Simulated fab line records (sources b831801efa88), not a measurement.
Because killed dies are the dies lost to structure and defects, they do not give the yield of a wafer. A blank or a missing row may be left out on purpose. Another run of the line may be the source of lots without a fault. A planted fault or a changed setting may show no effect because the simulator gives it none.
Chamber matching ; flow sky130 ; rieDiel-03 running SKY_CONTACT_ETCH_16: 4 sister chambers
The step etches BARC in N2/H2, stops on SiO2, time 45.9 s, target depth 60 nm. 4 wafers are shown with their chamber, then 7 later ones without.

## WAFERS, EACH WITH ITS CHAMBER
wafer;chamber;drypumpMotorCurrentA (A)
L082.3;0;5.6
L085.5;2;5.1
L090.1;1;5.3
L090.3;3;6.7

## WAFERS WHOSE CHAMBER IS MISSING
wafer;drypumpMotorCurrentA (A)
L090.6;6.7
L092.1;6.7
L092.2;5.0
L092.6;5.3
L097.3;5.3
L097.4;5.1
L097.5;5.1

## CHAMBER TAKEN BY EACH
wafer;from the rows above;in truth
L090.6;3;3
L092.1;3;3
L092.2;2;2
L092.6;1;1
L097.3;1;1
L097.4;2;2
L097.5;2;2
7 of 7 placed correctly. Number that these rows cannot place: 0. 0 placed wrongly.
How it was worked out, from the rows above alone: a wafer's distance from a chamber is the root of the sum, over the readings, of the square of ((its reading less the chamber's mean) divided by the reading's scatter). If the next closest chamber is less than 2 further off than the closest, the wafer can't be placed; otherwise it belongs to the closest. Each chamber's mean is taken over the wafers shown for it. The scatter (one wafer shown for each chamber): square how far every hidden wafer sits from the nearest shown wafer, average those squares and take the square root.
